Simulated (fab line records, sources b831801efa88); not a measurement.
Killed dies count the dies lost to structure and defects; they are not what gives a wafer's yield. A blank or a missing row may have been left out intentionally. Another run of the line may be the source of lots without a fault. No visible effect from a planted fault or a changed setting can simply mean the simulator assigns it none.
A lot that was struck, set against a sound lot    flow gf180mcu    14 out of 602 route steps
Sound: wafers L151.4, L151.5, L151.6. Struck: wafer L144.2. (L144.1, L144.3 of the same lot were not struck and are left out.) The cause comes at the end.
Each step with rows lists, per side, the tool, then ch with its chambers, then its first start. Under that, the readings that differ: sound wafers    struck wafers    difference of the means    sigmas: that difference in standard deviations of wafers without a fault.
alike: readings whose means differ by less than 2 such deviations, and words and numbers that are the same on both sides. not compared: withheld readings, readings that some wafer has no value for, bounds like >300 that may hide the same value, and numbers for which the record gives no deviation and whose values overlap.
A row with sigmas, a row that says differs or no value, or rows on one side alone: a step with any of these is where the two part. Numbers that have no deviation but don't overlap get no sigmas and don't part them. Lack of a reading on every wafer of one side parts them only where that side has two or more wafers.

first, 2 steps without rows for these wafers: GF_V1_ETCH_16 (etches BARC in N2/H2); GF_V1_ETCH_17 (etches SiO2 in C4F8/O2/Ar, stops on TiN, target depth 630 nm).
GF_V1_STRIP_18: strips in O2/N2.
  sound on plasma_asher-03 ch 0,1, day 24 15:01; struck on plasma_asher-01 ch 1, day 21 19:56
reading                 sound              struck  difference                    sigmas
oes_product_au (a.u.)   0.583 0.589 0.587  0.597   +0.011                        +2
rf_hours_counter_h (h)  - - -              85      no value on the sound wafers  
  alike: drypump_motor_current_A, heater_power_w
then, 2 steps without rows for these wafers: GF_V1_STRIP_19 (strips in post etch residue remover, time 1200 s); GF_V1_CLEAN_20 (cleans in DIW).
GF_V1_SPUTTER_21: material Ti, target thk 15 nm, time 80.02 s.
  sound: pvd_sputter-03 at day 24 15:32; struck: pvd_sputter-01 at day 21 20:28
  alike: chamber_pressure_pa, throttle_valve_pct
then, 1 step without rows for these wafers: GF_V1_SPUTTER_22 (material TiN, target thk 10 nm, time 40 s).
GF_V1_CVD_23: deposits W, target thk 350 nm, time 105.05 s.
  sound on cvd_w-02 ch 0,1, day 24 15:41; struck on cvd_w-01 ch 1, day 21 20:34
  alike: heater_power_w
GF_V1_RS_MEAS_24: measures by four-point-probe.
  sound: film_metro-02 at day 24 15:49; struck: film_metro-01 at day 21 20:41
  alike: V1_W_RS
GF_V1_THK_MEAS_25: measures by xrf.
  sound: film_metro-02 at day 24 15:54; struck: film_metro-01 at day 21 20:48
  alike: V1_W_THK
GF_V1_CMP_26: polishes, stops on SiO2, t overpolish 15 s, target thk 0 nm.
  sound on cmp-01 ch 0,2,3, day 24 16:05; struck on cmp-02 ch 1, day 21 20:52
  alike: edge_zone_pressure_frac, motor_current_A, overpolish_run_s, time_to_endpoint_s
then, 1 step without rows for these wafers: GF_M2_SPUTTER_00 (material Ti, target thk 37.5 nm, time 150 s).
GF_M2_SPUTTER_01: material TiN, target thk 30 nm, time 25 s.
  sound: pvd_sputter-01 at day 24 16:20; struck: pvd_sputter-02 at day 21 21:16
reading                                 sound                 struck  difference  sigmas
chamber_pressure_pa (Pa)                0.4000 0.3999 0.3996  0.3476  -0.0522     -68
model.TiN_of_M2_SPUTTER_01.thk_nm (nm)  29.5 29.9 29.72       30.06   +0.35       
  alike: throttle_valve_pct
GF_M2_SPUTTER_02: material AlCu, target thk 450 nm, time 23.9 s.
  sound: pvd_sputter-01 at day 24 16:22; struck: pvd_sputter-02 at day 21 21:17
  alike: chamber_pressure_pa, throttle_valve_pct

== WHERE THEY PART ==
Last at GF_M2_SPUTTER_01 as far as this record goes, first at GF_V1_STRIP_18. Later steps at which nothing parts them and some readings are alike: GF_M2_SPUTTER_02.

WHY: whatever the simulator had introduced
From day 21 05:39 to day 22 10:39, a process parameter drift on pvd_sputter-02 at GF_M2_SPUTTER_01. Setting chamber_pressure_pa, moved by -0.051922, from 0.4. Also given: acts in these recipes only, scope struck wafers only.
